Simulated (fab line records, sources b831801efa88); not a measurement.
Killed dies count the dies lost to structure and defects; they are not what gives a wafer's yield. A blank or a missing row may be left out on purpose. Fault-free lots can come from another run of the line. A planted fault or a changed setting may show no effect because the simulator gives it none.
A sampling plan put to the test :: flow sky130 :: each of the 46 faults these records tell of, on one fab line, judged from the records of the lots it struck
The line's own looks make up the plan; these are the steps of the route where a gauge or inspection reads the wafer and leaves it unchanged. A look can be judged if struck wafers have a number there and the file gives its usual mean and standard deviation on fault-free wafers. Caught: at a look after the fault's first step, the mean of the struck wafers lies 4 or more of those standard deviations (sigma) from the usual mean. On the tool: the same test on the tool's own readings at the fault's steps. Another recipe on the struck wafers, or a record that is blank for them alone, also counts as caught.

THE FAULTS, as the simulator had put them in
1. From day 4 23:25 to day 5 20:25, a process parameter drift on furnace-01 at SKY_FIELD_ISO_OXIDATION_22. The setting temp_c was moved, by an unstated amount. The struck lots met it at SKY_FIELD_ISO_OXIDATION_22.
2. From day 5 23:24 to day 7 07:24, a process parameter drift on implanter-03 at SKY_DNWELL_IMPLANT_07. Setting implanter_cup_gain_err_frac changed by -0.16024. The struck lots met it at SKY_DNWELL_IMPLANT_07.
3. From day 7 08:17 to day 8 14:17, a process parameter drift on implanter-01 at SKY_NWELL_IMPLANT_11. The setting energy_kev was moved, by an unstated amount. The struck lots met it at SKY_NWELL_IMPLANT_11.
4. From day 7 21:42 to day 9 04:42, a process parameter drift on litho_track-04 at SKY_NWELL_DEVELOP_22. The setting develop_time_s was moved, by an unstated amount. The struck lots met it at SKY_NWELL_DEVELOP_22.
5. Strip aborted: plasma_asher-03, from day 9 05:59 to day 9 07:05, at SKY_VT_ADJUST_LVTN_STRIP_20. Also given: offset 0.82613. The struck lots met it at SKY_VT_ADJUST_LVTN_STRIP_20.
6. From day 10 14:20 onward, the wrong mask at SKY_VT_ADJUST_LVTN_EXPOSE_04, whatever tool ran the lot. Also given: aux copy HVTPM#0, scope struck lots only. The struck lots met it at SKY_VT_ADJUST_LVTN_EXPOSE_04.
7. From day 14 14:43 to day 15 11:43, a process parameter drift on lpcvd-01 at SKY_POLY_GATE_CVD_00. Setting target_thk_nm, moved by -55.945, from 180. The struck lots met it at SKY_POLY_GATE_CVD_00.
8. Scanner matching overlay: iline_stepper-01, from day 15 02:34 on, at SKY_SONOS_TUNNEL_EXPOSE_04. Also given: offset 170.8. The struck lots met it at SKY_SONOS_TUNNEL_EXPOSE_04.
9. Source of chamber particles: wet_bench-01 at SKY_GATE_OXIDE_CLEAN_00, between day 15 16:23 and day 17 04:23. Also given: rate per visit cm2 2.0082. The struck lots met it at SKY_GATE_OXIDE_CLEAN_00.
10. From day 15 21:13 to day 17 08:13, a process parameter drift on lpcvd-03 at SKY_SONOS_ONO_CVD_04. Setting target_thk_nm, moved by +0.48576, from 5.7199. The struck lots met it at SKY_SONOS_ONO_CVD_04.
11. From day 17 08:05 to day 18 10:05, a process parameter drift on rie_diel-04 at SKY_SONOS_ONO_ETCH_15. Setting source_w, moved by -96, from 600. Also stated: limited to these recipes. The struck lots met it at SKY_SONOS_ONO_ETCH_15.
12. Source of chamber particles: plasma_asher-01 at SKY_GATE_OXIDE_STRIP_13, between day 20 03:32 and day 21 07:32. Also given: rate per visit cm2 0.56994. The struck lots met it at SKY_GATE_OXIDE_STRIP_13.
13. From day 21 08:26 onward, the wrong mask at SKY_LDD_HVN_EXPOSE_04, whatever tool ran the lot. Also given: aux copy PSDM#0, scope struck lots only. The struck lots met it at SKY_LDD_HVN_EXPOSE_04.
14. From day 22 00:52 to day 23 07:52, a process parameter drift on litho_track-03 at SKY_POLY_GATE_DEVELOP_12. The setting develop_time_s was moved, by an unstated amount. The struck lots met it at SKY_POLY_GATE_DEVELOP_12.
15. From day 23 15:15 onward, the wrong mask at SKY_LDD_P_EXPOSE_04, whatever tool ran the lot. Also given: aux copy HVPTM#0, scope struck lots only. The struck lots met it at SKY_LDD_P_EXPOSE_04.
16. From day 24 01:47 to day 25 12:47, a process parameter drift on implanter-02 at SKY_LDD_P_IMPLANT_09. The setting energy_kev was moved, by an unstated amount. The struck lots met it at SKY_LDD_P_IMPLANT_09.
17. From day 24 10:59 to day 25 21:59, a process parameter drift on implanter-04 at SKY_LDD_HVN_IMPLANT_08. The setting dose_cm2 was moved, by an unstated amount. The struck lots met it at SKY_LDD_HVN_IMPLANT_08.
18. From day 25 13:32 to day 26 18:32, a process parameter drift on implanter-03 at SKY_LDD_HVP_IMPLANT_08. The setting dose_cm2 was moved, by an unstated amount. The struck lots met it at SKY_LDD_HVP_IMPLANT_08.
19. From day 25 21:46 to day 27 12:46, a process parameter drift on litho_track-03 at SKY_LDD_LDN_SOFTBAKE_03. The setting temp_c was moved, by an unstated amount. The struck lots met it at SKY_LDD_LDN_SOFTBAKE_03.
20. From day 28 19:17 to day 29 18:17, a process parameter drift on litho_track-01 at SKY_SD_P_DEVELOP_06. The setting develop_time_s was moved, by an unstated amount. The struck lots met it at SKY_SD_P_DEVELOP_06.
21. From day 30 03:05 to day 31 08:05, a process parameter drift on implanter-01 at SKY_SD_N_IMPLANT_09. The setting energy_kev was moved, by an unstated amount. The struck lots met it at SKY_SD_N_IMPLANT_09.
22. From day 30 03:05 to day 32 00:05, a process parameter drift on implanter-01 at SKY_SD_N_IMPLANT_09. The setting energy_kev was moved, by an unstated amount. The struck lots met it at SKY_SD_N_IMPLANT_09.
23. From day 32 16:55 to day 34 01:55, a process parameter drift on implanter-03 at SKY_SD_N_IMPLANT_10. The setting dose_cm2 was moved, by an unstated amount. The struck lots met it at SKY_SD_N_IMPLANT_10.
24. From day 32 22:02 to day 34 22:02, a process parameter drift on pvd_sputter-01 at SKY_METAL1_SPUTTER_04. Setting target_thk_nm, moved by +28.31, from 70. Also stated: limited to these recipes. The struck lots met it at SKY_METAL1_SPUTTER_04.
25. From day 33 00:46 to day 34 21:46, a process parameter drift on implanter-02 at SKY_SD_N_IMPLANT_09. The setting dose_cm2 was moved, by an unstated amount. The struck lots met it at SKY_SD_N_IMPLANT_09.
26. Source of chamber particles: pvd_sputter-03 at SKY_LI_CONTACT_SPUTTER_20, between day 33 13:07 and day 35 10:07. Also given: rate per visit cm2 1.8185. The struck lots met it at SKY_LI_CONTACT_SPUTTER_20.
27. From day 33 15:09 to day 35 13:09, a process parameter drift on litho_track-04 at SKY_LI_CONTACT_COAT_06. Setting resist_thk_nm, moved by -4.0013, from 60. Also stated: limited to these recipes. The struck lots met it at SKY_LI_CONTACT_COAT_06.
28. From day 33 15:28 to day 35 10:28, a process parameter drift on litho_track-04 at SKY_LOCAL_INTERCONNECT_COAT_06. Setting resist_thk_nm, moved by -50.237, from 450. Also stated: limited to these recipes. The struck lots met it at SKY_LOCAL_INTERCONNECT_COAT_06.
29. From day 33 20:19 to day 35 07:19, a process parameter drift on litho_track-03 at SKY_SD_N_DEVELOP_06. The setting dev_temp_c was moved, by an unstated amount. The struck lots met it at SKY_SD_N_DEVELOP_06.
30. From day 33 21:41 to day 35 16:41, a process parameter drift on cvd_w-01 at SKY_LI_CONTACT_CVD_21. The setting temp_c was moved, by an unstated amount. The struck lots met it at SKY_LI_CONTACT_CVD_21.
31. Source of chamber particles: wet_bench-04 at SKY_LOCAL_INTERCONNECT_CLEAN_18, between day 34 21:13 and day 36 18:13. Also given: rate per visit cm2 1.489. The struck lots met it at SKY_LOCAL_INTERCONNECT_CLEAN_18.
32. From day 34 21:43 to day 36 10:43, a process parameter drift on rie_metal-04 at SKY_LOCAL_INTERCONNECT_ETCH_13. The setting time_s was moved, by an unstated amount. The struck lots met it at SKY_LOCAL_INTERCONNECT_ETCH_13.
33. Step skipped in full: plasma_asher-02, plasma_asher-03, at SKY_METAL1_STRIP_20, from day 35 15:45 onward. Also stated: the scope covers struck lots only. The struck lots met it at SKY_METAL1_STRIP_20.
34. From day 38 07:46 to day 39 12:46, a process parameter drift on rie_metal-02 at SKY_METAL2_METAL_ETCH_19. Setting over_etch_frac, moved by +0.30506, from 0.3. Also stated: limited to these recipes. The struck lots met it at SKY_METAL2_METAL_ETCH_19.
35. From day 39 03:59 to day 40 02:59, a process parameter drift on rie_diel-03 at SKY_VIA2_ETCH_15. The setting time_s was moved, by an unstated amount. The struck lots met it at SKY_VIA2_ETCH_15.
36. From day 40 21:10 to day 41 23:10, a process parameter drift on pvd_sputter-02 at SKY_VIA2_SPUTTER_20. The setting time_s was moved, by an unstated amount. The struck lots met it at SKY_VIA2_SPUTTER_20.
37. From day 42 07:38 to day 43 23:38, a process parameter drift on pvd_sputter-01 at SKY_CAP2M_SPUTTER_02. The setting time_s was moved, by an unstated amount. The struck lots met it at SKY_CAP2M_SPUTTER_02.
38. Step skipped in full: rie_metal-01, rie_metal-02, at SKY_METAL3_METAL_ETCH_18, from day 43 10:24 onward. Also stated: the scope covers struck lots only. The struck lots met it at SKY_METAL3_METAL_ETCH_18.
39. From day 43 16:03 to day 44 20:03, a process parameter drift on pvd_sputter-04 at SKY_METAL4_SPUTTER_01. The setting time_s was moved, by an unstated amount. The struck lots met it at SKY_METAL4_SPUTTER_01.
40. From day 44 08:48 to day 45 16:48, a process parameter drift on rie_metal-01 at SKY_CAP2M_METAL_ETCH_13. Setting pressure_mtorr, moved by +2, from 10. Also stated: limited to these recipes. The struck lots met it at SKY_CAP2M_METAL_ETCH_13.
41. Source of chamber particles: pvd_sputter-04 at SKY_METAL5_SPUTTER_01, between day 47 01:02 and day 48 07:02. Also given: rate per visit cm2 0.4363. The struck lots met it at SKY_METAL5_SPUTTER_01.
42. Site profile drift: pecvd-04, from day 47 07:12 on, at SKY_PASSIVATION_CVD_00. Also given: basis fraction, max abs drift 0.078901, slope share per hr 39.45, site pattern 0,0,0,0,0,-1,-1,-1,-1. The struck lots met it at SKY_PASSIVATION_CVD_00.
43. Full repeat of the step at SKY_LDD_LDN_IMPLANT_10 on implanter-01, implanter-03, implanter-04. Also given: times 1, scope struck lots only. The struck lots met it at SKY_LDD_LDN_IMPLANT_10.
44. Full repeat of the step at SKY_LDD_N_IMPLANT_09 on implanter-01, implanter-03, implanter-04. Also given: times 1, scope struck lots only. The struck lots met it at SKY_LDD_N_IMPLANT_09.
45. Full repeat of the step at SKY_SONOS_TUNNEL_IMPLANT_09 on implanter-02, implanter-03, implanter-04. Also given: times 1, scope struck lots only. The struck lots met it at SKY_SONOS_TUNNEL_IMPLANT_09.
46. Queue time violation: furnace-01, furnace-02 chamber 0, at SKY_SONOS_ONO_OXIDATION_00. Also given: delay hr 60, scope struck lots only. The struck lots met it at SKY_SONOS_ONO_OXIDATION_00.

WHAT THE PLAN SAW
fault: 1
on the tool itself: tube_center_temp_C -99 or beyond sigma
first look that catches it: SKY_FIELD_ISO_THK_MEAS_23
reading, sigma: FIELD_ISO_OXIDATION_01_THK -17
median hours from its first step to that look: 1.2
hours from the fault's start to the first struck lot there: 1
judged looks passed uncaught: 0

fault: 2
on the tool itself: no reading that can be judged
first look that catches it: SKY_DNWELL_TW_MEAS_09
reading, sigma: DNWELL_TW +11
median hours from its first step to that look: 0.2
hours from the fault's start to the first struck lot there: 1
judged looks passed uncaught: 0

fault: 3
on the tool itself: beam_energy_keV -99 or beyond sigma
first look that catches it: none of the 3 looks that can be judged after it
reading, sigma: strongest: NWELL_RS at SKY_NWELL_RS_MEAS_29, +3.4
median hours from its first step to that look: -
hours from the fault's start to the first struck lot there: -
judged looks passed uncaught: 3

fault: 4
on the tool itself: no reading that can be judged
first look that catches it: SKY_NWELL_TW_MEAS_26
reading, sigma: NWELL_2_TW -99 or beyond
median hours from its first step to that look: 0.9
hours from the fault's start to the first struck lot there: 1
judged looks passed uncaught: 0

fault: 5
on the tool itself: oes_product_au +42 sigma
first look that catches it: SKY_VT_ADJUST_NCORE_TW_MEAS_11
reading, sigma: VT_ADJUST_NCORE_TW -99 or beyond
median hours from its first step to that look: 19.8
hours from the fault's start to the first struck lot there: 21
judged looks passed uncaught: 0

fault: 6
on the tool itself: no reading that can be judged
first look that catches it: SKY_VT_ADJUST_LVTN_TW_MEAS_10
reading, sigma: VT_ADJUST_LVTN_TW -99 or beyond
median hours from its first step to that look: 11.4
hours from the fault's start to the first struck lot there: 15
judged looks passed uncaught: 0

fault: 7
on the tool itself: under 2 sigma
first look that catches it: SKY_POLY_GATE_THK_MEAS_01
reading, sigma: POLY_GATE_CVD_00_THK -34
median hours from its first step to that look: 1.2
hours from the fault's start to the first struck lot there: 5
judged looks passed uncaught: 0

fault: 8
on the tool itself: no reading that can be judged
first look that catches it: SKY_SONOS_TUNNEL_OVL_MEAS_08
reading, sigma: SONOS_TUNNEL_OVL +99 or beyond
median hours from its first step to that look: 13.5
hours from the fault's start to the first struck lot there: 21
judged looks passed uncaught: 0

fault: 9
on the tool itself: under 2 sigma
first look that catches it: not the one look that can be judged after it
reading, sigma: -
median hours from its first step to that look: -
hours from the fault's start to the first struck lot there: -
judged looks passed uncaught: 1

fault: 10
on the tool itself: no reading that can be judged
first look that catches it: SKY_SONOS_ONO_THK_MEAS_05
reading, sigma: SONOS_ONO_CVD_04_THK +4.4
median hours from its first step to that look: 1.2
hours from the fault's start to the first struck lot there: 7
judged looks passed uncaught: 0

fault: 11
on the tool itself: rf_fwd_power_W -28 sigma
first look that catches it: no look after it can be judged
reading, sigma: -
median hours from its first step to that look: -
hours from the fault's start to the first struck lot there: -
judged looks passed uncaught: 0

fault: 12
on the tool itself: under 2 sigma
first look that catches it: no look after it can be judged
reading, sigma: -
median hours from its first step to that look: -
hours from the fault's start to the first struck lot there: -
judged looks passed uncaught: 0

fault: 13
on the tool itself: no reading that can be judged
first look that catches it: SKY_LDD_HVN_TW_MEAS_10
reading, sigma: LDD_HVN_TW -99 or beyond
median hours from its first step to that look: 14.4
hours from the fault's start to the first struck lot there: 22
judged looks passed uncaught: 0

fault: 14
on the tool itself: no reading that can be judged
first look that catches it: SKY_POLY_GATE_CD_MEAS_13
reading, sigma: cd_nm -4.7
median hours from its first step to that look: 0.7
hours from the fault's start to the first struck lot there: 16
judged looks passed uncaught: 0

fault: 15
on the tool itself: under 2 sigma
first look that catches it: SKY_LDD_P_TW_MEAS_11
reading, sigma: LDD_P_TW -99 or beyond
median hours from its first step to that look: 14.7
hours from the fault's start to the first struck lot there: 21
judged looks passed uncaught: 0

fault: 16
on the tool itself: beam_energy_keV +99 or beyond sigma
first look that catches it: none of the 2 looks that can be judged after it
reading, sigma: strongest: LDD_P_TW at SKY_LDD_P_TW_MEAS_11, +3.4
median hours from its first step to that look: -
hours from the fault's start to the first struck lot there: -
judged looks passed uncaught: 2

fault: 17
on the tool itself: dose_ions_cm2 -99 or beyond sigma
first look that catches it: SKY_LDD_HVN_TW_MEAS_10
reading, sigma: LDD_HVN_TW -38
median hours from its first step to that look: 0.2
hours from the fault's start to the first struck lot there: 6
judged looks passed uncaught: 0

fault: 18
on the tool itself: dose_ions_cm2 -99 or beyond sigma
first look that catches it: SKY_LDD_HVP_TW_MEAS_10
reading, sigma: LDD_HVP_TW -20
median hours from its first step to that look: 0.2
hours from the fault's start to the first struck lot there: 13
judged looks passed uncaught: 0

fault: 19
on the tool itself: heater_power_total_W -45 sigma
first look that catches it: no look after it can be judged
reading, sigma: -
median hours from its first step to that look: -
hours from the fault's start to the first struck lot there: -
judged looks passed uncaught: 0

fault: 20
on the tool itself: no reading that can be judged
first look that catches it: SKY_SD_P_TW_MEAS_11
reading, sigma: SD_P_TW -99 or beyond
median hours from its first step to that look: 0.5
hours from the fault's start to the first struck lot there: 12
judged looks passed uncaught: 0

fault: 21
on the tool itself: beam_energy_keV -99 or beyond sigma
first look that catches it: SKY_SD_N_RS_MEAS_16
reading, sigma: SD_N_RS +29
median hours from its first step to that look: 0.7
hours from the fault's start to the first struck lot there: 12
judged looks passed uncaught: 1

fault: 22
on the tool itself: beam_energy_keV -99 or beyond sigma
first look that catches it: SKY_SD_N_TW_MEAS_12
reading, sigma: SD_N_TW -14
median hours from its first step to that look: 0.4
hours from the fault's start to the first struck lot there: 11
judged looks passed uncaught: 0

fault: 23
on the tool itself: dose_ions_cm2 +99 or beyond sigma
first look that catches it: SKY_SD_N_RS_MEAS_16
reading, sigma: SD_N_RS -16
median hours from its first step to that look: 0.5
hours from the fault's start to the first struck lot there: 6
judged looks passed uncaught: 0

fault: 24
on the tool itself: under 2 sigma
first look that catches it: none of the 2 looks that can be judged after it
reading, sigma: strongest: METAL1_ALCU_THK at SKY_METAL1_THK_MEAS_06, -3.9
median hours from its first step to that look: -
hours from the fault's start to the first struck lot there: -
judged looks passed uncaught: 2

fault: 25
on the tool itself: dose_ions_cm2 -67 sigma
first look that catches it: SKY_SD_N_RS_MEAS_16
reading, sigma: SD_N_RS +5.6
median hours from its first step to that look: 0.7
hours from the fault's start to the first struck lot there: 25
judged looks passed uncaught: 0

fault: 26
on the tool itself: under 2 sigma
first look that catches it: not the one look that can be judged after it
reading, sigma: -
median hours from its first step to that look: -
hours from the fault's start to the first struck lot there: -
judged looks passed uncaught: 1

fault: 27
on the tool itself: under 2 sigma
first look that catches it: not the one look that can be judged after it
reading, sigma: -
median hours from its first step to that look: -
hours from the fault's start to the first struck lot there: -
judged looks passed uncaught: 1

fault: 28
on the tool itself: no reading that can be judged
first look that catches it: not the one look that can be judged after it
reading, sigma: -
median hours from its first step to that look: -
hours from the fault's start to the first struck lot there: -
judged looks passed uncaught: 1

fault: 29
on the tool itself: developer_temp_C -20 sigma
first look that catches it: none of the 3 looks that can be judged after it
reading, sigma: strongest: cd_nm at SKY_SD_N_CD_MEAS_07, +2.6
median hours from its first step to that look: -
hours from the fault's start to the first struck lot there: -
judged looks passed uncaught: 3

fault: 30
on the tool itself: susceptor_temp_C -12 sigma
first look that catches it: SKY_LI_CONTACT_RS_MEAS_22
reading, sigma: LI_CONTACT_W_RS +4.9
median hours from its first step to that look: 0.1
hours from the fault's start to the first struck lot there: 5
judged looks passed uncaught: 0

fault: 31
on the tool itself: no reading that can be judged
first look that catches it: none of the 7 looks that can be judged after it
reading, sigma: -
median hours from its first step to that look: -
hours from the fault's start to the first struck lot there: -
judged looks passed uncaught: 7

fault: 32
on the tool itself: run_length_s +56 sigma
first look that catches it: none of the 2 looks that can be judged after it
reading, sigma: -
median hours from its first step to that look: -
hours from the fault's start to the first struck lot there: -
judged looks passed uncaught: 2

fault: 33
on the tool itself: no reading that can be judged
first look that catches it: no look after it can be judged
reading, sigma: -
median hours from its first step to that look: -
hours from the fault's start to the first struck lot there: -
judged looks passed uncaught: 0

fault: 34
on the tool itself: oes_product_au -13 sigma
first look that catches it: not the one look that can be judged after it
reading, sigma: -
median hours from its first step to that look: -
hours from the fault's start to the first struck lot there: -
judged looks passed uncaught: 1

fault: 35
on the tool itself: run_length_s +27 sigma
first look that catches it: no look after it can be judged
reading, sigma: -
median hours from its first step to that look: -
hours from the fault's start to the first struck lot there: -
judged looks passed uncaught: 0

fault: 36
on the tool itself: under 2 sigma
first look that catches it: no look after it can be judged
reading, sigma: -
median hours from its first step to that look: -
hours from the fault's start to the first struck lot there: -
judged looks passed uncaught: 0

fault: 37
on the tool itself: under 2 sigma
first look that catches it: SKY_CAP2M_RS_MEAS_03
reading, sigma: CAP2M_TIN_RS -12
median hours from its first step to that look: 0.1
hours from the fault's start to the first struck lot there: 1
judged looks passed uncaught: 0

fault: 38
on the tool itself: the tool's record is blank for the struck wafers
first look that catches it: no look after it can be judged
reading, sigma: -
median hours from its first step to that look: -
hours from the fault's start to the first struck lot there: -
judged looks passed uncaught: 0

fault: 39
on the tool itself: under 2 sigma
first look that catches it: no look after it can be judged
reading, sigma: -
median hours from its first step to that look: -
hours from the fault's start to the first struck lot there: -
judged looks passed uncaught: 0

fault: 40
on the tool itself: chamber_pressure_mTorr +99 or beyond sigma
first look that catches it: no look after it can be judged
reading, sigma: -
median hours from its first step to that look: -
hours from the fault's start to the first struck lot there: -
judged looks passed uncaught: 0

fault: 41
on the tool itself: under 2 sigma
first look that catches it: no look after it can be judged
reading, sigma: -
median hours from its first step to that look: -
hours from the fault's start to the first struck lot there: -
judged looks passed uncaught: 0

fault: 42
on the tool itself: under 2 sigma
first look that catches it: not the one look that can be judged after it
reading, sigma: strongest: PASSIVATION_CVD_00_THK at SKY_PASSIVATION_THK_MEAS_01, -3.3
median hours from its first step to that look: -
hours from the fault's start to the first struck lot there: -
judged looks passed uncaught: 1

fault: 43
on the tool itself: under 2 sigma
first look that catches it: SKY_LDD_LDN_TW_MEAS_13
reading, sigma: LDD_LDN_TW +11
median hours from its first step to that look: 0.7
hours from the fault's start to the first struck lot there: -
judged looks passed uncaught: 0

fault: 44
on the tool itself: under 2 sigma
first look that catches it: SKY_LDD_N_TW_MEAS_17
reading, sigma: LDD_N_TW +8.1
median hours from its first step to that look: 1.5
hours from the fault's start to the first struck lot there: -
judged looks passed uncaught: 0

fault: 45
on the tool itself: under 2 sigma
first look that catches it: SKY_SONOS_TUNNEL_TW_MEAS_12
reading, sigma: SONOS_TUNNEL_TW +44
median hours from its first step to that look: 0.9
hours from the fault's start to the first struck lot there: -
judged looks passed uncaught: 0

fault: 46
on the tool itself: under 2 sigma
first look that catches it: not the one look that can be judged after it
reading, sigma: -
median hours from its first step to that look: -
hours from the fault's start to the first struck lot there: -
judged looks passed uncaught: 1
A dash: this means the fault isn't caught or the number doesn't appear in these records.

Caught at a look: 23 of 46. Caught on the tool: 19 of 46. By one or the other: 33 of 46.
Faults 3, 11, 16, 19, 29, 32, 34, 35, 38, 40 were caught on the tool alone.
Caught at a look alone: faults 2, 4, 6, 7, 8, 10, 13, 14, 15, 20, 37, 43, 44, 45.
Caught by neither: faults 9, 12, 24, 26, 27, 28, 31, 33, 36, 39, 41, 42, 46.

THINNER SAMPLING
If the look that catches a fault measured only every second or every third lot, by lot number, the first struck lot would be measured this late in the worst case:
fault: 1
struck lots at that look, in order of time: L782, L783
every lot: 1 h
every second lot: 2 h
every third lot: may miss all 2

fault: 2
struck lots at that look, in order of time: L585, L586
every lot: 1 h
every second lot: 10 h
every third lot: may miss all 2

fault: 4
struck lots at that look, in order of time: L652, L656
every lot: 1 h
every second lot: may miss all 2
every third lot: may miss all 2

fault: 5
struck lots at that look, in order of time: L436
every lot: 21 h
every second lot: may miss it
every third lot: may miss it

fault: 6
struck lots at that look, in order of time: L645
every lot: 15 h
every second lot: may miss it
every third lot: may miss it

fault: 7
struck lots at that look, in order of time: L729, L730
every lot: 5 h
every second lot: 17 h
every third lot: may miss all 2

fault: 8
struck lots at that look, in order of time: L659, L662, L663, L665
every lot: 21 h
every second lot: 41 h
every third lot: may miss all 4

fault: 10
struck lots at that look, in order of time: L571, L572, L573
every lot: 7 h
every second lot: 19 h
every third lot: 29 h

fault: 13
struck lots at that look, in order of time: L501
every lot: 22 h
every second lot: may miss it
every third lot: may miss it

fault: 14
struck lots at that look, in order of time: L850, L853
every lot: 16 h
every second lot: 31 h
every third lot: may miss all 2

fault: 15
struck lots at that look, in order of time: L469
every lot: 21 h
every second lot: may miss it
every third lot: may miss it

fault: 17
struck lots at that look, in order of time: L863, L864
every lot: 6 h
every second lot: 10 h
every third lot: may miss all 2

fault: 18
struck lots at that look, in order of time: L745, L746
every lot: 13 h
every second lot: 21 h
every third lot: may miss all 2

fault: 20
struck lots at that look, in order of time: L420, L422
every lot: 12 h
every second lot: may miss all 2
every third lot: may miss all 2

fault: 21
struck lots at that look, in order of time: L582, L580
every lot: 12 h
every second lot: may miss all 2
every third lot: may miss all 2

fault: 22
struck lots at that look, in order of time: L462, L460
every lot: 11 h
every second lot: may miss all 2
every third lot: may miss all 2

fault: 23
struck lots at that look, in order of time: L517, L518
every lot: 6 h
every second lot: 18 h
every third lot: may miss all 2

fault: 25
struck lots at that look, in order of time: L202, L203
every lot: 25 h
every second lot: 30 h
every third lot: may miss all 2

fault: 30
struck lots at that look, in order of time: L461, L467
every lot: 5 h
every second lot: may miss all 2
every third lot: may miss all 2

fault: 37
struck lots at that look, in order of time: L968, L971
every lot: 1 h
every second lot: 6 h
every third lot: may miss all 2
Hours are from the fault's start to the first struck lot that is measured. The test against the limit of 4 sigma pooled every struck wafer, which means one lot taken alone may stay below that limit. Other struck lots may not be in these records.

THE LONGEST TIMED WAY FROM STEP TO LOOK
Fault 5: median gap of 19.8 hours between SKY_VT_ADJUST_LVTN_STRIP_20 and SKY_VT_ADJUST_NCORE_TW_MEAS_11. No look between them can be judged.
